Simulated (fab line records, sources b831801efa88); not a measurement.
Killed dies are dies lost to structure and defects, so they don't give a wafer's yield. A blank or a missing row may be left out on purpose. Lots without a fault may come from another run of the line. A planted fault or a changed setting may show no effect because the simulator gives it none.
Chamber matching | flow sky130 | SKY_PAD_OPEN_ETCH_07 on rie_diel-01: 4 sister chambers
The step etches the open film in CF4/O2, stops on AlCu, target depth 725 nm, time 161.1 s. 8 wafers are shown with their chamber, then 9 later ones without.

WAFERS WITH THEIR CHAMBER
wafer  | chamber | drypump_motor_current_A (A) | cf4_flow_sccm (sccm)
L082.2 | 1       | 6.33                        | 79.95
L087.1 | 1       | 6.34                        | 80.15
L090.2 | 3       | 5.89                        | 80.57
L090.3 | 2       | 5.64                        | 80.45
L090.4 | 0       | 6.14                        | 79.70
L093.3 | 2       | 5.68                        | 80.01
L093.5 | 3       | 5.91                        | 80.33
L093.6 | 0       | 6.12                        | 79.97

WAFERS WITHOUT THEIR CHAMBER
wafer  | drypump_motor_current_A (A) | cf4_flow_sccm (sccm)
L092.1 | 6.13                        | 80.15
L092.4 | 5.90                        | 80.27
L092.5 | 5.68                        | 80.39
L096.3 | 5.61                        | 80.14
L096.4 | 6.35                        | 80.35
L096.5 | 5.64                        | 80.10
L097.1 | 5.65                        | 79.82
L097.2 | 6.11                        | 79.72
L097.5 | 6.38                        | 80.25

WHICH CHAMBER EACH WENT THROUGH
wafer  | from the rows above | in truth
L092.1 | 0                   | 0
L092.4 | 3                   | 3
L092.5 | 2                   | 2
L096.3 | 2                   | 2
L096.4 | 1                   | 1
L096.5 | 2                   | 2
L097.1 | 2                   | 2
L097.2 | 0                   | 0
L097.5 | 1                   | 1
Placed correctly: 9 of 9. Can't be placed from these rows: 0. Placed wrongly: 0.
How it was worked out, from the rows above alone: a wafer's distance from a chamber is the root of the sum, over the readings, of the square of ((its reading less the chamber's mean) divided by the reading's scatter). The wafer belongs to the nearest chamber; if the next one is less than 2 further off, it can't be placed. A chamber's mean is the mean of its shown wafers. The scatter: the root of (the sum of the squares of (reading less its chamber's mean) over the shown wafers, divided by (wafers less chambers)).
